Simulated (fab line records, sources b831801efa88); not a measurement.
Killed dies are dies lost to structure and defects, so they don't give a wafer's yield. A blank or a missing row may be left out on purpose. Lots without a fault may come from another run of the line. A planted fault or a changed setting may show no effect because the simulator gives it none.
Problem report in the 8D (eight disciplines) form, filled by code | flow sky130 | the parts of the form that need people (team, actions taken, sign-off) are left out

1. THE PROBLEM
cd_nm at SKY_VT_ADJUST_HVTR_CD_MEAS_07 reads a mean of 261.1 nm on 6 wafers of 2 lots; wafers without a fault read 379.8 nm with a standard deviation of 2.4. That is -49 standard deviations from the usual mean.
The step: target cd 380 nm.
First seen on wafer L100.2, day 13 10:44, on cd_sem-02. The record holds 39 wafers of 13 lots with a number at this step. Rule for "out", or "out of limits": more than 4 standard deviations from the usual mean. The other wafers with a number count as sound.

2. WHAT IT IS AND WHAT IT IS NOT
question                    | is                     | is not
which readings at this step | cd_nm                  | -
which lots                  | L100, L101             | L102, L105, L106, L110, L111, L988, L989, L990, L991, L992, L993
which wafers of those lots  | all that have a number | -
read on which gauges        | cd_sem-02              | cd_sem-01
when                        | from day 13 10:44      | up to then (18 sound wafers); but 15 sound wafers of L102, L105, L106, L110, L111 came after

3. SUSPECTS, AND WHAT RULES EACH OUT
Counting: a tool at a process step up to the reading stays a suspect if it ran every lot that is out and no sound lot after the first of them.
- the gauge at SKY_VT_ADJUST_HVTR_CD_MEAS_07: kept. All the wafers that are out were read on cd_sem-02, and no step on other tools shows them out.
- litho_track-01 at SKY_VT_ADJUST_HVTR_DEVELOP_06 (develop time 60 s): kept. It ran every lot that is out, first L100 (day 13 10:35), and no sound lot after that; its last sound lot up to then is L990 (day 9 21:44).
Left after counting: litho_track-01 at SKY_VT_ADJUST_HVTR_DEVELOP_06, cd_sem-02 at SKY_VT_ADJUST_HVTR_CD_MEAS_07.

4. THE CAUSE (what the simulator had put in)
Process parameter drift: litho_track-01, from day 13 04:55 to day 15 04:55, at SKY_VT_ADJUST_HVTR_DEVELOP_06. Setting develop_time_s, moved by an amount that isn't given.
Counting left 2 suspects, and this tool is among them.

5. THE CHAIN OF EFFECTS, in route order
Each row: a reading whose mean over the struck wafers that have a number lies more than 3 standard deviations from the usual. Only readings for which the record gives a usual standard deviation are gone through. hours: the time from each lot's start at the first step in this table that gives one to its start at this step, as a median over the lots. sigmas: the change in usual standard deviations.
hours | step                          | reading | usual    | on struck wafers | change | sigmas
0     | SKY_VT_ADJUST_HVTR_CD_MEAS_07 | cd_nm   | 379.8 nm | 261.1            | -118.7 | -49

6. WHAT WOULD HAVE CAUGHT IT SOONER
In this record the first reading out of limits at a measuring or inspecting step was taken at day 13 10:44, 6 hours after the fault began at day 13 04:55.
Of the lots that are out (2), L101 began SKY_VT_ADJUST_HVTR_DEVELOP_06 on litho_track-01 after day 13 10:44. A hold on the tool at that time would have spared it.
